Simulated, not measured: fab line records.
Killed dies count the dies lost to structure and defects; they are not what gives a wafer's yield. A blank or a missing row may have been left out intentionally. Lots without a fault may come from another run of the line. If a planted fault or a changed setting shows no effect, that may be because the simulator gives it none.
fab line records	flow sky130
record lots=7	wafers=18	lastDay=51
route steps=708 shown SONOS_ONO@171 GATE_OXIDE@187 POLY_GATE@204 RES_PROTECT@206 SALICIDE@361 PAD_OPEN@708
lots that met no fault: from a run of the same line without faults
startH: hours from the record's opening day to when the first of the lot's shown wafers began	waitH: time in hours since the lot's previous step	" identical to the entry in the row above	L1.1+2: several wafers, shown together as one row	- no value, or no start was given	* or withheld: withheld	< > ~ a bound
route shown NAME@n: a module of which the file shows steps, and the number in the route of the first	usual: mean/standard deviation of fault-free wafers	same: alike in all rows	chamber/n: place in a boat	sites: readings site by site	_std_site: standard deviation across them	_edge_site: the outer-site mean with the inner-site mean subtracted	radiusMm: how far each site lies from the wafer's centre	mask NAME#n: copy n	behind: the last tool/chamber to shape the wafer	hold: reason for holding the lot/hours on hold/outcome of the hold	device: names the non-switching transistor (n, p or np)	end of line: tests of these same wafers at the route's end	a step given without rows: its recipe and nothing more	killed: at the first sort, the dies lost to defects and structure; wafer yield is something else	map: dies across one wafer; x = killed, . = not, _ = none there
set.NAME: the run value of the setting; set.NAME@STEP: its run value at that earlier step	model.NAME: the simulator's own value behind a step, which no gauge read
a table for each step, a row for each wafer; lots at some steps of the route
services: a tool's chamber out of use, with start hour (startH, from the record's first day; less than 0 if before it), hours out, and reason
## steps
# step SKY_SONOS_ONO_THK_MEAS_03
# recipe reads=Si3N4_of_SONOS_ONO_CVD_02
# usual SONOS_ONO_CVD_02_THK=10.49/0.14
lot.wafer	tool	chamber	startH	waitH	SONOS_ONO_CVD_02_THK[nm]
L294.1	filmMetro-04	-	269.27	0.0	10.39
L294.3	"	-	"	"	10.38
L294.4	"	-	"	"	10.32
L295.2	filmMetro-03	-	279.03	0.0	10.42
L295.4	"	-	"	"	10.50
L295.6	"	-	"	"	10.48
L301.3	filmMetro-03	-	321.39	0.0	10.51
L301.4	"	-	"	"	10.41
L303.2	filmMetro-04	-	331.32	0.0	10.68
L303.3	"	-	"	"	10.66
L305.1	filmMetro-03	-	352.11	0.0	10.51
L305.2	"	-	"	"	10.62
L314.1	filmMetro-04	-	422.47	0.0	10.40
L314.4	"	-	"	"	10.25
L314.5	"	-	"	"	10.35
L315.1	filmMetro-04	-	433.39	0.0	10.70
L315.4	"	-	"	"	10.70
L315.5	"	-	"	"	10.68
# step SKY_SONOS_ONO_CVD_04
# recipe material=SiO2	precursor=SiH4/N2O	targetThkNm=5.7199	tempC=900	pressureMtorr=400
# step SKY_SONOS_ONO_THK_MEAS_05
# recipe reads=SiO2_of_SONOS_ONO_CVD_04
# usual SONOS_ONO_CVD_04_THK=5.82/0.1
lot.wafer	tool	chamber	startH	waitH	SONOS_ONO_CVD_04_THK[nm]
L294.1	filmMetro-04	-	271.21	0.0	5.75
L294.3	"	-	"	"	5.67
L294.4	"	-	"	"	5.65
L295.2	filmMetro-02	-	280.97	0.0	5.75
L295.4	"	-	"	"	5.81
L295.6	"	-	"	"	5.91
L301.3	filmMetro-02	-	322.70	0.0	5.83
L301.4	"	-	"	"	5.92
L303.2	filmMetro-04	-	333.26	0.0	5.65
L303.3	"	-	"	"	5.66
L305.1	filmMetro-02	-	353.42	0.0	5.73
L305.2	"	-	"	"	5.85
L314.1	filmMetro-02	-	424.41	0.0	5.80
L314.4	"	-	"	"	5.84
L314.5	"	-	"	"	5.89
L315.1	filmMetro-03	-	434.70	0.0	5.89
L315.4	"	-	"	"	5.84
L315.5	"	-	"	"	5.86
# step SKY_SONOS_ONO_DEHYDRATE_06
# recipe tempC=200	timeS=60
# step SKY_SONOS_ONO_HMDS_07
# recipe primeTimeS=60	primeTempC=120
# step SKY_SONOS_ONO_COAT_08
# recipe resist=NOVOLAK	spinRpm=3000	resistThkNm=1140
# step SKY_SONOS_ONO_SOFTBAKE_09
# recipe tempC=90	timeS=60	resist=NOVOLAK
# step SKY_SONOS_ONO_EXPOSE_10
# recipe maskId=ONOM	targetCdNm=410	na=0.6	sourceShape=conventional	sigmaOuter=0.6	doseMj=150
# step SKY_SONOS_ONO_PEB_11
# recipe tempC=withheld	timeS=*	resist=NOVOLAK
# step SKY_SONOS_ONO_DEVELOP_12
# recipe developTimeS=60	devTempC=23
# step SKY_SONOS_ONO_CD_MEAS_13
# recipe targetCdNm=410
# usual cdNm=410.0/2.1
lot.wafer	tool	chamber	startH	waitH	cdNm
L294.1	cdSem-01	-	296.56	0.1	411.3
L294.3	"	-	"	"	410.7
L294.4	"	-	"	"	411.5
L295.2	cdSem-02	-	306.81	0.1	407.8
L295.4	"	-	"	"	408.1
L295.6	"	-	"	"	407.6
L301.3	cdSem-01	-	350.80	0.1	409.9
L301.4	"	-	"	"	408.4
L303.2	cdSem-02	-	360.88	0.2	411.4
L303.3	"	-	"	"	412.0
L305.1	cdSem-02	-	381.76	0.1	409.0
L305.2	"	-	"	"	408.7
L314.1	cdSem-02	-	455.41	0.1	406.8
L314.4	"	-	"	"	407.5
L314.5	"	-	"	"	405.8
L315.1	cdSem-01	-	464.77	0.1	412.9
L315.4	"	-	"	"	413.1
L315.5	"	-	"	"	411.7
# step SKY_SONOS_ONO_OVL_MEAS_14
# usual SONOS_ONO_OVL=0.0/1.4
lot.wafer	tool	chamber	startH	waitH	SONOS_ONO_OVL[nm]
L294.1	overlay-01	-	296.68	0.1	-1.3
L294.3	"	-	"	"	1.4
L294.4	"	-	"	"	0.5
L295.2	overlay-01	-	306.92	0.1	1.5
L295.4	"	-	"	"	1.2
L295.6	"	-	"	"	-0.4
L301.3	overlay-02	-	350.89	0.1	-2.5
L301.4	"	-	"	"	0.3
L303.2	overlay-01	-	360.99	0.1	-2.0
L303.3	"	-	"	"	0.5
L305.1	overlay-02	-	381.88	0.1	0.5
L305.2	"	-	"	"	-0.7
L314.1	overlay-02	-	455.53	0.1	1.1
L314.4	"	-	"	"	-1.1
L314.5	"	-	"	"	1.9
L315.1	overlay-02	-	464.89	0.1	-0.3
L315.4	"	-	"	"	-1.9
L315.5	"	-	"	"	-2.1
# step SKY_SONOS_ONO_ETCH_15
# recipe targetDepthNm=19.52	chemistry=CHF3/O2	sourceW=600	biasW=200	pressureMtorr=40	chf3FlowSccm=50	O2_flow_sccm=5	timeS=7.8
# usual drypumpMotorCurrentA=5.9/0.55	oesProductAu=0.996/0.0072	rfFwdPowerW=588/3.4	throttleValvePct=8.825/0.0094
lot.wafer	tool	chamber	startH	waitH	drypumpMotorCurrentA	oesProductAu	rfFwdPowerW	rfHoursCounterH	throttleValvePct	model.etch.depthNm	model.SONOS_ONO.featureDepthNm	model.NOVOLAK_of_SONOS_ONO_COAT_08.thkNm
L294.1	rieDiel-04	1	296.71	0.0	6.1	1.004	584	109	8.821	19.7	19.7	1124
L294.3	"	0	"	"	4.9	0.995	587	78	8.826	19.39	19.39	1124
L294.4	"	2	"	"	6.5	1.001	586	5	8.818	19.39	19.39	1120
L295.2	rieDiel-01	0	306.95	0.0	5.7	0.989	587	0	8.817	19.41	19.41	1124
L295.4	"	2	"	"	6.3	1.008	589	-	8.821	19.84	19.84	1123
L295.6	"	0	"	"	5.7	1.002	589	-	8.821	19.59	19.59	1120
L301.3	rieDiel-01	1	350.91	0.0	6.0	1.001	585	9	8.832	19.39	19.39	1124
L301.4	"	3	"	"	5.5	0.992	-	44	8.831	3.289	3.289	1136
L303.2	rieDiel-01	2	361.02	0.0	6.3	0.993	-	2	8.809	3.253	3.253	1142
L303.3	"	0	"	"	5.7	0.982	589	1	8.822	19.07	19.07	1128
L305.1	rieDiel-01	0	381.92	0.0	5.7	0.988	590	2	8.819	18.95	18.95	1120
L305.2	"	2	"	"	6.3	0.987	-	3	8.814	3.245	3.245	1133
L314.1	rieDiel-03	1	455.57	0.0	6.2	0.997	587	12	8.819	19.35	19.35	1120
L314.4	"	2	"	"	5.9	0.992	590	27	8.821	19.37	19.37	1124
L314.5	"	1	"	"	6.2	1.005	589	-	8.797	19.45	19.45	1123
L315.1	rieDiel-04	1	464.92	0.0	6.0	0.998	584	1	8.831	19.6	19.6	1121
L315.4	"	2	"	"	6.5	0.989	586	-	8.817	19.25	19.25	1118
L315.5	"	1	"	"	6.0	1.004	584	-	8.817	19.48	19.48	1121
# step SKY_SONOS_ONO_WET_ETCH_16
# recipe chemistry=dHF	targetDepthNm=14	dry=n2Spin	target=SiO2	dilution=100:1	tempC=25	timeS=280
# step SKY_SONOS_ONO_STRIP_17
# recipe chemistry=O2/N2	powerW=1400	pressureMtorr=1500	platenTempC=withheld	o2FlowSccm=3000	n2FlowSccm=300	overashFraction=0.5
# usual drypumpMotorCurrentA=5.7/0.4	oesProductAu=0.710/0.0042	stripTimeToEndpointS=14.10/0.037
lot.wafer	tool	chamber	startH	waitH	drypumpMotorCurrentA	oesProductAu	rfHoursCounterH	stripTimeToEndpointS
L294.1	plasmaAsher-02	0	296.82	0.0	5.9	0.718	17	14.08
L294.3	"	1	"	"	6.1	0.713	-	14.11
L294.4	"	0	"	"	5.9	0.705	-	14.06
L295.2	plasmaAsher-03	0	307.05	0.0	5.5	0.709	62	14.08
L295.4	"	1	"	"	5.2	0.703	-	14.08
L295.6	"	1	"	"	5.2	0.719	-	14.08
L301.3	plasmaAsher-03	0	351.05	0.0	5.4	0.705	-	14.10
L301.4	"	1	"	"	5.2	0.708	-	14.25
L303.2	plasmaAsher-03	0	361.12	0.0	5.4	0.711	67	14.30
L303.3	"	1	"	"	5.2	0.696	-	14.15
L305.1	plasmaAsher-02	0	382.02	0.0	6.0	0.714	25	14.05
L305.2	"	1	"	"	6.1	0.713	25	14.21
L314.1	plasmaAsher-02	1	455.67	0.0	6.1	0.719	33	14.04
L314.4	"	0	"	"	6.0	0.712	-	14.09
L314.5	"	0	"	"	6.0	0.711	-	14.08
L315.1	plasmaAsher-03	1	465.04	0.0	5.2	0.699	3	14.07
L315.4	"	0	"	"	5.4	0.711	-	14.04
L315.5	"	1	"	"	5.2	0.714	-	14.08
# step SKY_SONOS_ONO_WET_ETCH_18
# recipe chemistry=H3PO4	targetDepthNm=15	target=Si3N4	tempC=160	timeS=172
# step SKY_GATE_OXIDE_CLEAN_00
# recipe chemistry=SC1/SC2	mix=1:4:20	tempC=70	timeS=150	dry=n2Spin
# step SKY_GATE_OXIDE_OXIDATION_01
# recipe tempC=900	ambient=O2	stabiliseS=600	purgeS=300	targetThkA=102.68	oxTimeS=1473
# step SKY_GATE_OXIDE_THK_MEAS_02
# recipe reads=SiO2_of_GATE_OXIDE_OXIDATION_01
# usual GATE_OXIDE_OXIDATION_00_THK=10.25/0.2
lot.wafer	tool	chamber	startH	waitH	GATE_OXIDE_OXIDATION_00_THK[nm]
L294.1	filmMetro-02	-	299.99	0.0	10.13
L294.3	"	-	"	"	10.38
L294.4	"	-	"	"	10.20
L295.2	filmMetro-02	-	309.33	0.0	10.72
L295.4	"	-	"	"	10.51
L295.6	"	-	"	"	10.57
L301.3	filmMetro-02	-	353.21	0.0	10.51
L301.4	"	-	"	"	10.67
L303.2	filmMetro-04	-	363.74	0.0	10.47
L303.3	"	-	"	"	10.25
L305.1	filmMetro-01	-	384.97	0.0	9.88
L305.2	"	-	"	"	10.09
L314.1	filmMetro-01	-	457.49	0.0	10.66
L314.4	"	-	"	"	10.61
L314.5	"	-	"	"	10.62
L315.1	filmMetro-04	-	466.66	0.0	10.06
L315.4	"	-	"	"	10.12
L315.5	"	-	"	"	10.00
# step SKY_GATE_OXIDE_DEHYDRATE_03
# recipe tempC=200	timeS=60
# step SKY_GATE_OXIDE_HMDS_04
# recipe primeTimeS=60	primeTempC=120
# step SKY_GATE_OXIDE_COAT_05
# recipe resist=NOVOLAK	spinRpm=3000	resistThkNm=1140
# step SKY_GATE_OXIDE_SOFTBAKE_06
# recipe tempC=90	timeS=60	resist=NOVOLAK
# step SKY_GATE_OXIDE_EXPOSE_07
# recipe maskId=LVOM	na=0.6	sourceShape=conventional	sigmaOuter=0.6	polarization=unpolarized	targetCdNm=600	doseMj=170
# step SKY_GATE_OXIDE_PEB_08
# recipe tempC=withheld	timeS=*	resist=NOVOLAK
# step SKY_GATE_OXIDE_DEVELOP_09
# recipe resist=NOVOLAK	developer=TMAH	developTimeS=60	devTempC=23
# step SKY_GATE_OXIDE_OVL_MEAS_10
# usual GATE_OXIDE_OVL=0.6/1.4
lot.wafer	tool	chamber	startH	waitH	GATE_OXIDE_OVL[nm]
L294.1	overlay-01	-	325.69	0.1	0.2
L294.3	"	-	"	"	2.1
L294.4	"	-	"	"	0.2
L295.2	overlay-01	-	335.97	0.1	-0.3
L295.4	"	-	"	"	0.1
L295.6	"	-	"	"	1.2
L301.3	overlay-01	-	381.30	0.1	0.8
L301.4	"	-	"	"	0.2
L303.2	overlay-02	-	392.22	0.1	1.6
L303.3	"	-	"	"	0.7
L305.1	overlay-01	-	414.36	0.1	1.3
L305.2	"	-	"	"	-0.3
L314.1	overlay-02	-	489.14	0.1	-0.8
L314.4	"	-	"	"	-1.3
L314.5	"	-	"	"	-0.3
L315.1	overlay-01	-	497.37	0.1	1.3
L315.4	"	-	"	"	0.4
L315.5	"	-	"	"	-0.1
# step SKY_GATE_OXIDE_IMPLANT_11
# recipe species=B	energyKev=10	doseCm2=2.6e+12	tiltDeg=withheld
# step SKY_GATE_OXIDE_WET_ETCH_12
# recipe chemistry=dHF	targetDepthNm=16.8	dry=n2Spin	target=SiO2	dilution=100:1	tempC=25	timeS=336
# step SKY_GATE_OXIDE_STRIP_13
# recipe chemistry=O2/N2	powerW=1400	pressureMtorr=1500	platenTempC=withheld	o2FlowSccm=3000	n2FlowSccm=300	overashFraction=0.5
# usual drypumpMotorCurrentA=5.7/0.4	oesProductAu=0.714/0.0048	stripTimeToEndpointS=14.17/0.051
lot.wafer	tool	chamber	startH	waitH	drypumpMotorCurrentA	oesProductAu	rfHoursCounterH	stripTimeToEndpointS
L294.1	plasmaAsher-03	1	325.98	0.0	5.2	0.712	63	14.22
L294.3	"	1	"	"	5.2	0.714	-	14.28
L294.4	"	0	"	"	5.4	0.712	-	14.27
L295.2	plasmaAsher-03	0	336.25	0.0	5.4	0.713	64	14.17
L295.4	"	0	"	"	5.4	0.710	-	14.18
L295.6	"	0	"	"	5.5	0.720	-	14.12
L301.3	plasmaAsher-02	0	381.62	0.0	5.9	0.719	-	14.14
L301.4	"	1	"	"	6.1	0.711	-	14.12
L303.2	plasmaAsher-04	1	392.51	0.0	6.1	0.723	55	14.26
L303.3	"	0	"	"	5.2	0.721	-	14.26
L305.1	plasmaAsher-03	1	414.65	0.0	5.2	0.724	71	14.20
L305.2	"	0	"	"	5.4	0.717	71	14.16
L314.1	plasmaAsher-02	0	489.43	0.0	6.0	0.717	35	14.16
L314.4	"	0	"	"	6.0	0.716	-	14.16
L314.5	"	0	"	"	6.0	0.711	-	14.20
L315.1	plasmaAsher-04	1	497.66	0.0	6.2	0.717	66	14.20
L315.4	"	1	"	"	6.1	0.714	-	14.21
L315.5	"	0	"	"	5.3	0.719	-	14.17
# step SKY_GATE_OXIDE_TW_MEAS_14
# usual GATE_OXIDE_TW=225.2/1.9
lot.wafer	tool	chamber	startH	waitH	GATE_OXIDE_TW
L294.1	filmMetro-01	-	326.08	0.1	221.7
L294.3	"	-	"	"	221.2
L294.4	"	-	"	"	221.2
L295.2	filmMetro-01	-	336.36	0.1	221.4
L295.4	"	-	"	"	221.0
L295.6	"	-	"	"	222.3
L301.3	filmMetro-02	-	381.71	0.1	227.8
L301.4	"	-	"	"	227.6
L303.2	filmMetro-01	-	392.62	0.1	225.4
L303.3	"	-	"	"	225.3
L305.1	filmMetro-02	-	414.75	0.1	226.4
L305.2	"	-	"	"	227.1
L314.1	filmMetro-02	-	489.53	0.1	225.7
L314.4	"	-	"	"	226.0
L314.5	"	-	"	"	227.3
L315.1	filmMetro-04	-	497.76	0.1	224.4
L315.4	"	-	"	"	225.5
L315.5	"	-	"	"	224.2
# step SKY_GATE_OXIDE_CLEAN_15
# recipe chemistry=SC1/SC2	mix=1:4:20	tempC=70	timeS=150	dry=n2Spin
# step SKY_GATE_OXIDE_OXIDATION_16
# recipe tempC=800	ambient=O2	idleTempC=700	rampUpCPerMin=10	rampDownCPerMin=3	stabiliseS=600	purgeS=300	targetThkA=35.7	oxTimeS=1915
# step SKY_POLY_GATE_CVD_00
# recipe material=poly-Si	targetThkNm=180	tempC=620	timeS=720	pressureMtorr=200
# step SKY_POLY_GATE_THK_MEAS_01
# recipe reads=poly-Si_of_POLY_GATE_CVD_00
# usual POLY_GATE_CVD_00_THK=178.8/1.5
lot.wafer	tool	chamber	startH	waitH	POLY_GATE_CVD_00_THK[nm]
L294.1	filmMetro-01	-	330.05	0.0	180.8
L294.3	"	-	"	"	182.0
L294.4	"	-	"	"	181.2
L295.2	filmMetro-01	-	339.37	0.0	178.7
L295.4	"	-	"	"	179.2
L295.6	"	-	"	"	179.3
L301.3	filmMetro-02	-	385.38	0.0	180.8
L301.4	"	-	"	"	180.3
L303.2	filmMetro-03	-	395.46	0.0	176.8
L303.3	"	-	"	"	177.5
L305.1	filmMetro-01	-	418.14	0.0	177.4
L305.2	"	-	"	"	177.2
L314.1	filmMetro-01	-	492.37	0.0	177.0
L314.4	"	-	"	"	179.3
L314.5	"	-	"	"	180.0
L315.1	filmMetro-01	-	500.61	0.0	175.2
L315.4	"	-	"	"	176.7
L315.5	"	-	"	"	176.1
# step SKY_RES_PROTECT_DEHYDRATE_00
# recipe tempC=200	timeS=60
# step SKY_RES_PROTECT_HMDS_01
# recipe primeTimeS=60	primeTempC=120
# step SKY_RES_PROTECT_COAT_02
# recipe resist=NOVOLAK	spinRpm=3000	resistThkNm=1140
# step SKY_RES_PROTECT_SOFTBAKE_03
# recipe tempC=90	timeS=60	resist=NOVOLAK
# step SKY_RES_PROTECT_EXPOSE_04
# recipe maskId=RPM	na=0.6	sourceShape=conventional	sigmaOuter=0.6	polarization=unpolarized	targetCdNm=1270	doseMj=131
# step SKY_RES_PROTECT_PEB_05
# recipe tempC=withheld	timeS=*	resist=NOVOLAK
# step SKY_RES_PROTECT_DEVELOP_06
# recipe resist=NOVOLAK	developer=TMAH	developTimeS=60	devTempC=23
# step SKY_SALICIDE_CLEAN_00
# recipe chemistry=HF-last	timeS=30	dilution=100:1	dry=ipaMarangoni
# same timeS=30
lot.wafer	tool	chamber	startH	waitH	model.SiO2_of_FIELD_ISO_CVD_24.thkNm
L294.1	wetBench-02	2	670.80	0.1	362.3
L294.3	"	2	"	"	362.2
L294.4	"	2	"	"	361.3
L295.2	wetBench-02	1	682.12	0.1	358.7
L295.4	"	1	"	"	357.6
L295.6	"	1	"	"	359.3
L301.3	wetBench-02	0	723.76	0.1	358.7
L301.4	"	0	"	"	360.2
L303.2	wetBench-03	3	734.19	0.1	361.3
L303.3	"	3	"	"	357.6
L305.1	wetBench-02	2	757.45	0.1	359.6
L305.2	"	2	"	"	362.9
L314.1+4	wetBench-03	1	819.13	0.1	360
L314.5	"	1	"	"	359.7
L315.1	wetBench-03	3	827.81	0.1	360.1
L315.4	"	3	"	"	360
L315.5	"	3	"	"	358.7
# step SKY_PAD_OPEN_PROBE_99
# usual killed_at_M0_to_M3=43/6.9	killed_at_M4_up=3.2/1.6	killedAtContacts=25/5.1	killedAtFrontEnd=16/4.5	killedAtOther=0.3/0.68	killedDies=87/8.9	killedOpen=48/6.9	killedShort=39/6.3
# same grossDies=492	killedAtBackSide=0
lot.wafer	tool	chamber	startH	waitH	killed_at_M0_to_M3	killed_at_M4_up	killedAtContacts	killedAtFrontEnd	killedAtOther	killedDies	killedOpen	killedShort	model.etest.nfet_16v.rOnOhmUm	model.etest.pfet_16v.rOnOhmUm	model.etest.pfetG5v0d10v5.rOnOhmUm	model.etest.nfetG5v0d10v5.rOnOhmUm	model.etest.nfetG5v0d10v5.driveUaUm	model.etest.tipSonos.rsOhmSq	model.etest.nfet_05v0_nvt.driveUaUm	model.etest.nfet_16v.driveUaUm
L294.1	prober-01	-	1105.48	0.1	49	3	25	11	1	89	55	34	1.393e+04	1.51e+04	4814	1897	613.9	2637	577.9	223.7
L294.3	prober-01	-	1105.58	0.2	33	4	22	22	0	81	39	42	1.413e+04	1.533e+04	4816	1886	596.9	2684	570.1	219
L294.4	prober-01	-	1105.63	0.2	35	4	25	13	1	78	38	40	1.398e+04	1.508e+04	4774	1877	609.9	2628	580.9	223.4
L295.2	prober-02	-	1114.63	0.1	31	6	34	21	0	92	51	41	1.443e+04	1.547e+04	4846	1925	575.2	2697	555.1	211.5
L295.4	prober-02	-	1114.73	0.2	44	2	18	17	0	81	45	36	1.43e+04	1.543e+04	4810	1911	589.4	2675	557.1	215.1
L295.6	prober-02	-	1114.83	0.2	55	4	17	23	1	100	50	50	1.427e+04	1.564e+04	4801	1879	587.4	2701	562.2	213.5
L301.3	prober-01	-	1141.73	0.2	43	5	30	11	0	89	48	41	-	-	-	-	-	-	-	-
L301.4	prober-01	-	1141.78	0.2	47	3	30	19	0	99	52	46	-	-	-	-	-	-	-	-
L303.2	prober-01	-	1148.69	0.1	49	1	25	18	0	93	51	42	1.807e+04	1.652e+04	5540	2499	400	2854	420.3	132.6
L303.3	prober-01	-	1148.74	0.2	47	4	29	10	1	91	50	40	1.43e+04	1.537e+04	4869	1934	602.9	2673	569.4	220.7
L305.1	prober-01	-	1164.83	0.1	35	2	21	12	0	70	35	35	1.38e+04	1.556e+04	4749	1856	619.3	2520	586.6	229.2
L305.2	prober-01	-	1164.88	0.1	31	3	31	11	0	76	45	31	1.769e+04	1.654e+04	5534	2474	399.8	2719	422.2	134
L314.1	prober-01	-	1204.49	0.1	40	0	32	16	0	88	46	42	1.405e+04	1.55e+04	4892	1902	579.5	2798	554.1	214
L314.4	prober-01	-	1204.64	0.2	47	3	25	24	0	99	53	46	1.42e+04	1.561e+04	4894	1928	586.1	2774	559.5	217.1
L314.5	prober-01	-	1204.69	0.2	35	1	28	17	0	81	39	42	1.408e+04	1.559e+04	4883	1934	588.7	2789	560.1	217.4
L315.1	prober-01	-	1212.65	0.1	37	2	24	22	0	85	45	40	1.382e+04	1.522e+04	4712	1881	615.2	2614	584.6	228.8
L315.4	prober-01	-	1212.80	0.2	37	0	21	18	0	76	43	32	1.382e+04	1.495e+04	4726	1856	604.3	2642	581.1	227.5
L315.5	prober-01	-	1212.85	0.2	39	1	23	7	0	70	40	30	1.363e+04	1.491e+04	4731	1879	614.1	2629	582.6	229.5
# killed by level:class
L294.1 VIA1:geometricParticle:open=11 VIA3:geometricParticle:open=11 CONTACT:geometricParticle:open=9 LI_CONTACT:geometricParticle:open=7 VIA2:geometricParticle:short=7 LOCAL_INTERCONNECT:geometricParticle:short=6 FIELD_ISO:geometricParticle:open=5 VIA2:geometricParticle:open=5
L294.3 CONTACT:geometricParticle:open=9 VIA1:geometricParticle:open=7 LI_CONTACT:geometricParticle:open=6 FIELD_ISO:geometricParticle:short=5 POLY_GATE:geometricParticle:short=5 CONTACT:geometricParticle:short=5 METAL1:geometricParticle:short=5 POLY_CUT:geometricParticle:open=4
L294.4 CONTACT:geometricParticle:open=9 METAL1:geometricParticle:short=7 POLY_GATE:geometricParticle:short=6 LI_CONTACT:geometricParticle:open=5 LOCAL_INTERCONNECT:geometricParticle:short=5 VIA1:geometricParticle:open=5 CONTACT:geometricParticle:short=4 METAL2:geometricParticle:short=4
L295.2 LI_CONTACT:geometricParticle:open=10 CONTACT:geometricParticle:open=10 VIA1:geometricParticle:open=7 FIELD_ISO:geometricParticle:open=6 CONTACT:geometricParticle:short=6 VIA3:geometricParticle:open=6 METAL4:geometricParticle:short=6 POLY_GATE:geometricParticle:open=5
L295.4 VIA1:geometricParticle:open=13 FIELD_ISO:geometricParticle:short=7 CONTACT:geometricParticle:open=7 VIA1:geometricParticle:short=7 VIA3:geometricParticle:open=5 FIELD_ISO:geometricParticle:open=4 METAL1:geometricParticle:short=4 VIA3:geometricParticle:short=4
L295.6 VIA1:geometricParticle:open=12 FIELD_ISO:geometricParticle:open=7 VIA1:geometricParticle:short=7 METAL2:geometricParticle:short=7 LOCAL_INTERCONNECT:geometricParticle:short=6 METAL1:geometricParticle:open=5 METAL1:geometricParticle:short=5 POLY_GATE:geometricParticle:open=4
L301.3 VIA1:geometricParticle:open=12 CONTACT:geometricParticle:open=11 LI_CONTACT:geometricParticle:open=6 METAL1:geometricParticle:short=6 CONTACT:geometricParticle:short=5 VIA2:geometricParticle:short=5 VIA3:geometricParticle:open=5 LOCAL_INTERCONNECT:geometricParticle:short=4
L301.4 CONTACT:geometricParticle:open=11 VIA1:geometricParticle:open=11 LOCAL_INTERCONNECT:geometricParticle:short=6 METAL1:geometricParticle:short=6 POLY_GATE:geometricParticle:short=6 VIA1:geometricParticle:short=6 POLY_GATE:geometricParticle:open=5 METAL2:geometricParticle:short=5
L303.2 VIA1:geometricParticle:open=15 LOCAL_INTERCONNECT:geometricParticle:short=8 VIA2:geometricParticle:open=7 POLY_GATE:geometricParticle:open=6 LI_CONTACT:geometricParticle:open=6 VIA2:geometricParticle:short=6 VIA3:geometricParticle:open=6 CONTACT:geometricParticle:short=5
L303.3 VIA1:geometricParticle:open=10 CONTACT:geometricParticle:open=9 LI_CONTACT:geometricParticle:open=7 LI_CONTACT:geometricParticle:short=6 VIA2:geometricParticle:open=6 LOCAL_INTERCONNECT:geometricParticle:short=5 VIA3:geometricParticle:open=5 METAL1:geometricParticle:open=5
L305.1 VIA1:geometricParticle:open=9 LI_CONTACT:geometricParticle:open=5 CONTACT:geometricParticle:open=5 METAL2:geometricParticle:short=5 POLY_GATE:geometricParticle:short=4 LI_CONTACT:geometricParticle:short=4 CONTACT:geometricParticle:short=4 METAL1:geometricParticle:short=4
L305.2 LI_CONTACT:geometricParticle:open=12 VIA2:geometricParticle:open=10 CONTACT:geometricParticle:open=8 POLY_GATE:geometricParticle:open=5 METAL2:geometricParticle:short=5 LI_CONTACT:geometricParticle:short=4 LOCAL_INTERCONNECT:geometricParticle:short=4 METAL1:geometricParticle:short=4
L314.1 CONTACT:geometricParticle:open=12 LI_CONTACT:geometricParticle:open=8 METAL1:geometricParticle:short=8 VIA2:geometricParticle:open=7 CONTACT:geometricParticle:short=6 VIA1:geometricParticle:open=6 VIA1:geometricParticle:short=6 FIELD_ISO:geometricParticle:short=4
L314.4 CONTACT:geometricParticle:open=12 FIELD_ISO:geometricParticle:short=10 METAL1:geometricParticle:short=9 FIELD_ISO:geometricParticle:open=8 LI_CONTACT:geometricParticle:open=8 VIA3:geometricParticle:open=7 VIA2:geometricParticle:open=7 VIA1:geometricParticle:short=6
L314.5 CONTACT:geometricParticle:open=13 VIA1:geometricParticle:open=8 FIELD_ISO:geometricParticle:short=7 LOCAL_INTERCONNECT:geometricParticle:short=5 VIA1:geometricParticle:short=5 VIA3:geometricParticle:open=5 LI_CONTACT:geometricParticle:open=4 CONTACT:geometricParticle:short=4
L315.1 CONTACT:geometricParticle:open=11 FIELD_ISO:geometricParticle:short=9 LI_CONTACT:geometricParticle:open=6 VIA2:geometricParticle:open=6 VIA2:geometricParticle:short=6 VIA1:geometricParticle:open=5 VIA3:geometricParticle:open=5 FIELD_ISO:geometricParticle:open=4
L315.4 LI_CONTACT:geometricParticle:open=10 VIA1:geometricParticle:open=8 VIA1:geometricParticle:short=6 VIA2:geometricParticle:open=6 CONTACT:geometricParticle:open=5 METAL1:geometricParticle:short=5 VIA3:geometricParticle:open=4 SONOS_ONO:geometricParticle:open=4
L315.5 CONTACT:geometricParticle:open=9 VIA3:geometricParticle:open=9 VIA1:geometricParticle:open=7 METAL2:geometricParticle:short=5 FIELD_ISO:geometricParticle:short=4 CONTACT:geometricParticle:short=4 LI_CONTACT:geometricParticle:open=4 LI_CONTACT:geometricParticle:short=3
## services
tool	chamber	startH	hours	kind
rieDiel-01	1	305.42	3.2	repair
plasmaAsher-03	-	310.19	1.2	repair
wetBench-02	-	312.33	1.5	repair
wetBench-03	-	330.74	4.0	repair
plasmaAsher-03	-	330.88	0.3	repair
rieDiel-04	-	334.51	2.8	pm
rieDiel-04	0	371.29	2.4	repair
plasmaAsher-03	-	386.45	11.9	repair
rieDiel-04	3	389.52	8.2	repair
plasmaAsher-03	-	391.56	7.6	repair
plasmaAsher-03	-	421.25	9.0	pm
rieDiel-01	3	421.48	6.1	repair
rieDiel-04	-	425.35	0.1	repair
rieDiel-01	0	426.44	16.3	repair
rieDiel-04	3	462.05	7.1	repair
plasmaAsher-02	-	472.30	14.6	pm
rieDiel-04	0	483.50	29.8	repair
plasmaAsher-02	-	500.24	4.7	repair
plasmaAsher-03	-	724.48	0.8	repair
plasmaAsher-03	-	755.00	2.8	pm
rieDiel-01	0	773.71	1.3	repair
rieDiel-01	2	777.35	5.9	repair
rieDiel-01	-	790.44	28.1	pm
plasmaAsher-03	-	791.15	0.8	repair
## key
firstSign step=SKY_SONOS_ONO_STRIP_17	reading=stripTimeToEndpointS	direction=up	sigmas=4.2	usual=*	struck=*
effect none on later readings
modelEffect step=SKY_SONOS_ONO_ETCH_15	value=etch.depthNm	without=19.29	struck=3.262
modelEffect step=SKY_SALICIDE_CLEAN_00	value=SiO2_of_FIELD_ISO_CVD_24.thkNm	without=358.8	struck=361.5
modelEffect step=SKY_PAD_OPEN_PROBE_99	value=etest.nfet_16v.rOnOhmUm	without=1.415e+04	struck=1.788e+04
metAt SKY_SONOS_ONO_ETCH_15
struckWafers L301.4,L303.2,L305.2
testerLeftOut L301,L303,L305
onsetBetween 306.95 350.91
fault kind=processParameterDrift	tool=rieDiel-01	chamber=-	onsetH=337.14	steps=SKY_SONOS_ONO_ETCH_15	channel=timeS	offset=*	shape=step	endH=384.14	scope=struckWafersOnly	actsIn=*	stated=*
# testerLeftOut: of these lots the tester's yield and bins aren't shown, on N5 and GAA mostly nor the transistor test; their killed dies are dies lost to structure and defects alone, not to doping, threshold or leakage, so they don't give the yield
